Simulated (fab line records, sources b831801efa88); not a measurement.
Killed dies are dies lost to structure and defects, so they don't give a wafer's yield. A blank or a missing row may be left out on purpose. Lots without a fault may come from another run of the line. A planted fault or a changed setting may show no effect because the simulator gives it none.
Chamber matching | flow gf180mcu | GF_V3_CMP_04 on cmp-01: 4 sister chambers
The step polishes SiO2. 20 wafers are shown with their chamber, then 10 later ones without.

WAFERS WITH THEIR CHAMBER
wafer  | chamber | motor_current_A (A) | time_to_endpoint_s (s)
L189.1 | 3       | 10.6                | 80
L189.3 | 1       | 12.4                | 72
L189.6 | 1       | 13.5                | 75
L196.1 | 0       | 12.2                | 70
L196.2 | 1       | 13.3                | 76
L196.6 | 2       | 10.9                | 89
L198.2 | 2       | 11.1                | 82
L198.3 | 0       | 13.5                | 82
L198.6 | 1       | 13.0                | 83
L199.1 | 3       | 11.4                | 90
L199.4 | 2       | 11.4                | 93
L199.6 | 1       | 12.9                | 88
L203.2 | 0       | 12.5                | 79
L203.3 | 3       | 11.3                | 91
L203.4 | 1       | 12.7                | 79
L207.1 | 2       | 10.9                | 70
L207.3 | 1       | 12.4                | 61
L207.6 | 1       | 13.0                | 67
L208.1 | 1       | 13.1                | 64
L208.5 | 0       | 12.9                | 71

SIGNATURES (means of the wafers above)
reading            | chamber 0 | chamber 1 | chamber 2 | chamber 3 | scatter within a chamber
motor_current_A    | 12.775    | 12.922    | 11.075    | 11.100    | 0.404
time_to_endpoint_s | 75.50     | 73.89     | 83.50     | 87.00     | 8.34
Rule: a wafer's distance from a chamber is the root of the sum, over the readings, of the square of ((its reading less the chamber's mean) divided by the reading's scatter). The wafer belongs to the nearest chamber; if the next one is less than 2 further off, it can't be placed. The scatter: the root of (the sum of the squares of (reading less its chamber's mean) over the shown wafers, divided by (wafers less chambers)).

WAFERS WITHOUT THEIR CHAMBER
wafer  | motor_current_A (A) | time_to_endpoint_s (s)
L208.6 | 11.7                | 80
L209.2 | 11.6                | 81
L209.3 | 12.8                | 75
L209.4 | 12.8                | 80
L210.3 | 12.6                | 71
L210.4 | 11.6                | 89
L210.5 | 11.0                | 74
L211.3 | 11.5                | 94
L211.4 | 11.4                | 84
L211.6 | 11.6                | 78

WHICH CHAMBER EACH WENT THROUGH
wafer  | from the rows above               | in truth
L208.6 | can't be placed: 2 or 3 or 0 or 1 | 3
L209.2 | can't be placed: 2 or 3 or 0      | 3
L209.3 | can't be placed: 0 or 1           | 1
L209.4 | can't be placed: 0 or 1           | 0
L210.3 | can't be placed: 0 or 1           | 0
L210.4 | can't be placed: 3 or 2           | 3
L210.5 | can't be placed: 2 or 3           | 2
L211.3 | can't be placed: 3 or 2           | 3
L211.4 | can't be placed: 2 or 3           | 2
L211.6 | can't be placed: 2 or 3 or 0 or 1 | 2
Placed correctly: 0 of 10. Can't be placed from these rows: 10 (the true chamber is among the candidates in 10). Placed wrongly: 0.
